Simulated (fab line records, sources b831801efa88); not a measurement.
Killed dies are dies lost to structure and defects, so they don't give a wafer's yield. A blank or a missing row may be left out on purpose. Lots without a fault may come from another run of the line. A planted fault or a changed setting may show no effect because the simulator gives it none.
Tool commonality check | flow gf180mcu | 13 lots, 39 wafers sampled

WHY IT WAS OPENED
At GF_PSD_RS_MEAS_14 the reading NSD_RS is flagged on 2 of 13 lots. Wafers without a fault read 46.28 ohm/sq, standard deviation 0.091.
Rule: a lot is flagged when every wafer of it that has a number lies more than 4 standard deviations from that mean, or none has a number. The other lots count as sound.

lot  | measured     | on            | NSD_RS (ohm/sq), wafer by wafer | flag
L465 | day 14 03:17 | film_metro-01 | 46.20 46.35 46.30               |
L467 | day 15 01:38 | film_metro-04 | 46.15 46.24 46.19               |
L468 | day 15 08:37 | film_metro-01 | 46.34 46.36 46.34               |
L471 | day 16 04:34 | film_metro-03 | 46.15 46.16 46.14               |
L472 | day 16 17:11 | film_metro-01 | 46.38 46.47 46.43               |
L473 | day 16 22:19 | film_metro-01 | 42.88 42.84 42.81               | FLAGGED
L474 | day 17 11:25 | film_metro-03 | 42.83 42.75 42.76               | FLAGGED
L483 | day 20 18:33 | film_metro-01 | 46.32 46.33 46.33               |
L484 | day 20 23:34 | film_metro-01 | 46.26 46.39 46.20               |
L485 | day 21 08:21 | film_metro-03 | 46.30 46.38 46.33               |
L486 | day 21 12:53 | film_metro-01 | 46.26 46.27 46.34               |
L487 | day 21 19:54 | film_metro-01 | 46.30 46.37 46.21               |
L488 | day 22 09:28 | film_metro-03 | 46.26 46.18 46.19               |
The numbers of the flagged lots are 42.81 ohm/sq on average: -3.47 ohm/sq against the usual, or -38 standard deviations.

WHICH TOOL RAN EACH LOT
The record holds 1 process step before the reading, out of a route of 602 steps. In each cell: the tool, then ch and the chambers that the sampled wafers went through, then the start.
lot  | flag    | GF_PSD_RTA_13
L465 |         | rtp_anneal-01 ch 0, day 14 03:11
L467 |         | rtp_anneal-01 ch 0, day 15 01:32
L468 |         | rtp_anneal-02 ch 0, day 15 08:32
L471 |         | rtp_anneal-01 ch 0, day 16 04:29
L472 |         | rtp_anneal-01 ch 0, day 16 17:05
L473 | FLAGGED | rtp_anneal-01 ch 0, day 16 22:14
L474 | FLAGGED | rtp_anneal-01 ch 0, day 17 11:20
L483 |         | rtp_anneal-01 ch 0, day 20 18:28
L484 |         | rtp_anneal-01 ch 0, day 20 23:29
L485 |         | rtp_anneal-01 ch 0, day 21 08:16
L486 |         | rtp_anneal-02 ch 0, day 21 12:47
L487 |         | rtp_anneal-01 ch 0, day 21 19:49
L488 |         | rtp_anneal-01 ch 0, day 22 09:22
What these steps do:
- GF_PSD_RTA_13: time 19.39 s.
- GF_PSD_RS_MEAS_14: measures by four-point-probe.

FLAGGED OVER TOTAL, TOOL BY TOOL (the gauges that took the reading come last)
step              | tool          | lots run | flagged | share of the flagged lots | sound lots run after its first flagged lot
GF_PSD_RTA_13     | rtp_anneal-01 | 11       | 2       | all                       | 5 (L483,L484,L485,L487,L488)
GF_PSD_RTA_13     | rtp_anneal-02 | 2        | 0       | none                      | -
GF_PSD_RS_MEAS_14 | film_metro-01 | 8        | 1       | some                      | 4 (L483,L484,L486,L487)
GF_PSD_RS_MEAS_14 | film_metro-03 | 4        | 1       | some                      | 2 (L485,L488)
GF_PSD_RS_MEAS_14 | film_metro-04 | 1        | 0       | none                      | -

WHAT THE TABLE ALLOWS
1 row of the table ran every flagged lot: rtp_anneal-01 at GF_PSD_RTA_13.
- rtp_anneal-01 at GF_PSD_RTA_13: 2 of its 11 lots flagged. Sound lots ran on it after the first flagged one (L483, L484, L485, L487, L488), which a lasting fault on the whole tool wouldn't allow.
No row of the table ran every flagged lot and no sound lot after the first.

WHAT THE SIMULATOR HAD PUT IN
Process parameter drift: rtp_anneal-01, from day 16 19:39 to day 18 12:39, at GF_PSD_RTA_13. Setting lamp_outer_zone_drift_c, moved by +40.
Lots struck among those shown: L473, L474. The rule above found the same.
